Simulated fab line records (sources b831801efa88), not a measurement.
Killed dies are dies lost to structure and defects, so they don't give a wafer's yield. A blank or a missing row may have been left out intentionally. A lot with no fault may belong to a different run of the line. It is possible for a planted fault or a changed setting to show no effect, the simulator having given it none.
Chamber matching :: flow sky130 :: 4 sister chambers for SKY_CONTACT_CMP_04 on cmp-02
The step polishes SiO2. 24 wafers are shown with their chamber, then 12 later ones without.

WAFERS WITH THEIR CHAMBER
wafer: L077.1
chamber: 1
motorCurrentA (A): 10.6
timeToEndpointS (s): 85

wafer: L077.3
chamber: 0
motorCurrentA (A): 14.3
timeToEndpointS (s): 84

wafer: L077.5
chamber: 3
motorCurrentA (A): 10.6
timeToEndpointS (s): 80

wafer: L081.1
chamber: 2
motorCurrentA (A): 11.6
timeToEndpointS (s): 78

wafer: L081.4
chamber: 1
motorCurrentA (A): 11.2
timeToEndpointS (s): 77

wafer: L081.6
chamber: 3
motorCurrentA (A): 11.6
timeToEndpointS (s): 74

wafer: L083.1
chamber: 3
motorCurrentA (A): 11.8
timeToEndpointS (s): 77

wafer: L083.2
chamber: 2
motorCurrentA (A): 12.4
timeToEndpointS (s): 81

wafer: L083.6
chamber: 1
motorCurrentA (A): 10.8
timeToEndpointS (s): 81

wafer: L082.2
chamber: 1
motorCurrentA (A): 11.1
timeToEndpointS (s): 81

wafer: L082.3
chamber: 0
motorCurrentA (A): 13.9
timeToEndpointS (s): 75

wafer: L082.5
chamber: 1
motorCurrentA (A): 11.0
timeToEndpointS (s): 84

wafer: L082.1
chamber: 3
motorCurrentA (A): 11.8
timeToEndpointS (s): 79

wafer: L082.4
chamber: 2
motorCurrentA (A): 12.2
timeToEndpointS (s): 80

wafer: L082.6
chamber: 0
motorCurrentA (A): 14.2
timeToEndpointS (s): 82

wafer: L089.1
chamber: 0
motorCurrentA (A): 14.2
timeToEndpointS (s): 81

wafer: L089.3
chamber: 2
motorCurrentA (A): 12.3
timeToEndpointS (s): 82

wafer: L089.6
chamber: 2
motorCurrentA (A): 12.3
timeToEndpointS (s): 80

wafer: L091.1
chamber: 1
motorCurrentA (A): 11.1
timeToEndpointS (s): 80

wafer: L091.3
chamber: 0
motorCurrentA (A): 14.0
timeToEndpointS (s): 75

wafer: L091.6
chamber: 0
motorCurrentA (A): 14.0
timeToEndpointS (s): 75

wafer: L091.2
chamber: 2
motorCurrentA (A): 11.5
timeToEndpointS (s): 80

wafer: L091.4
chamber: 3
motorCurrentA (A): 10.8
timeToEndpointS (s): 73

wafer: L091.5
chamber: 1
motorCurrentA (A): 10.4
timeToEndpointS (s): 81

SIGNATURES (averages over the wafers above)
reading: motorCurrentA
chamber 0: 14.100
chamber 1: 10.886
chamber 2: 12.050
chamber 3: 11.320
scatter within a chamber: 0.371

reading: timeToEndpointS
chamber 0: 78.67
chamber 1: 81.29
chamber 2: 80.17
chamber 3: 76.60
scatter within a chamber: 2.94
Rule: a wafer's distance from a chamber is the root of the sum, over the readings, of the square of ((its reading less the chamber's mean) divided by the reading's scatter). The wafer belongs to the nearest chamber; if the next one is less than 2 further off, it can't be placed. The scatter is the square root of a quotient: the sum, over the shown wafers, of each reading's squared deviation from its chamber's mean, divided by wafers minus chambers.

WAFERS WITH NO CHAMBER GIVEN
wafer: L092.3
motorCurrentA (A): 11.2
timeToEndpointS (s): 81

wafer: L092.4
motorCurrentA (A): 11.2
timeToEndpointS (s): 80

wafer: L092.6
motorCurrentA (A): 14.2
timeToEndpointS (s): 78

wafer: L095.1
motorCurrentA (A): 11.5
timeToEndpointS (s): 88

wafer: L095.4
motorCurrentA (A): 14.4
timeToEndpointS (s): 82

wafer: L095.6
motorCurrentA (A): 12.2
timeToEndpointS (s): 84

wafer: L096.3
motorCurrentA (A): 14.2
timeToEndpointS (s): 82

wafer: L096.4
motorCurrentA (A): 10.5
timeToEndpointS (s): 85

wafer: L096.5
motorCurrentA (A): 12.0
timeToEndpointS (s): 83

wafer: L097.2
motorCurrentA (A): 11.2
timeToEndpointS (s): 81

wafer: L097.3
motorCurrentA (A): 10.3
timeToEndpointS (s): 87

wafer: L097.5
motorCurrentA (A): 13.6
timeToEndpointS (s): 80

WHICH CHAMBER EACH ONE RAN IN
wafer: L092.3
from the rows above: can't be placed: 1 or 3 or 2
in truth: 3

wafer: L092.4
from the rows above: can't be placed: 1 or 3 or 2
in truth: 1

wafer: L092.6
from the rows above: 0
in truth: 0

wafer: L095.1
from the rows above: can't be placed: 1 or 2 or 3
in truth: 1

wafer: L095.4
from the rows above: 0
in truth: 0

wafer: L095.6
from the rows above: 2
in truth: 2

wafer: L096.3
from the rows above: 0
in truth: 0

wafer: L096.4
from the rows above: can't be placed: 1 or 3
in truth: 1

wafer: L096.5
from the rows above: can't be placed: 2 or 3
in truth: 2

wafer: L097.2
from the rows above: can't be placed: 1 or 3 or 2
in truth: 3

wafer: L097.3
from the rows above: can't be placed: 1 or 3
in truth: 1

wafer: L097.5
from the rows above: 0
in truth: 0
5 of 12 placed correctly. Can't be placed from these rows: 7 (the true chamber is among the candidates in 7). 0 placed wrongly.
